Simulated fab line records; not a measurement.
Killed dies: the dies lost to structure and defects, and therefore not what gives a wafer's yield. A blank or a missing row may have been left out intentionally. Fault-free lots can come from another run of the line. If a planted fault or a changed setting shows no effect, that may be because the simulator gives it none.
Comparing a struck lot with a sound one ; flow gf180mcu ; 14 out of 602 route steps
Sound: these wafers, L739.1, L739.2, L739.6. Wafers struck: L745.2, L745.3, L745.4. Last of all comes the cause.
For every step that has rows: the tool of each side, followed by ch and its chambers, followed by its first start. Under that, the readings that differ: sound wafers ; struck wafers ; difference of the means ; sigmas: that difference in standard deviations of wafers without a fault.
alike: a reading whose means differ by less than 2 such deviations, as well as words and numbers matching on both sides. not compared: withheld readings; readings where some wafer has no value; bounds like >300 that might hide an equal value; numbers whose values overlap and for which the record gives no deviation.
A row with sigmas, a row that says differs or no value, or rows on one side alone: a step with any of these is where the two part. Numbers that have no deviation but don't overlap get no sigmas and don't part them. A reading missing from all wafers of one side parts the sides only when that side holds two or more wafers.

first, 8 steps without rows for these wafers: GF_V1_DEHYDRATE_06 (time 60 s); GF_V1_HMDS_07 (prime time 60 s); GF_V1_COAT_08; GF_V1_COAT_09 (resist thk 1000 nm); GF_V1_SOFTBAKE_10 (time 60 s); GF_V1_EXPOSE_11 (exposes mask Via1, target cd 260 nm); GF_V1_PEB_12 (peb time 90 s); GF_V1_DEVELOP_13 (develop time 60 s).
GF_V1_CD_MEAS_14 targets a cd of 260 nm.
  struck on cd_sem-02, day 21 09:09; sound on cd_sem-01, day 19 03:46
  alike: cd_nm
GF_V1_OVL_MEAS_15:
  struck on overlay-02, day 21 09:16; sound on overlay-01, day 19 03:53
  alike: V1_OVL
GF_V1_ETCH_16: etches BARC in N2/H2.
  sound on rie_diel-03 ch 0,1,2, day 19 03:55; struck on rie_diel-03 ch 0,1,2, day 21 09:17
  alike: drypump_motor_current_A, oes_product_au, throttle_valve_pct
GF_V1_ETCH_17: etches SiO2 in C4F8/O2/Ar, stops on TiN, target depth 630 nm.
  sound: rie_diel-03 ch 0,1,2; struck: rie_diel-03 ch 0,1,2
  alike: oes_product_au
GF_V1_STRIP_18: strips in O2/N2.
  sound on plasma_asher-01 ch 0,1, day 19 04:03; struck on plasma_asher-03 ch 0,1, day 21 09:25
  no value came back on the struck wafers for chamber_pressure_mTorr (mTorr), drypump_motor_current_A (A), heater_power_w (W), oes_product_au (a.u.); on the sound wafers chamber_pressure_mTorr (mTorr) reads 1499.8 1500.8 1500.3
  not compared: rf_hours_counter_h
then, 1 step without rows for these wafers: GF_V1_STRIP_19 (strips in post etch residue remover, time 1200 s).

WHERE THEY PART
At GF_V1_STRIP_18 and nowhere else, as far as this record goes.

WHY: whatever the simulator had introduced
Entire step skipped (plasma_asher-03, GF_V1_STRIP_18), from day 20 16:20 onward. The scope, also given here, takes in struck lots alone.
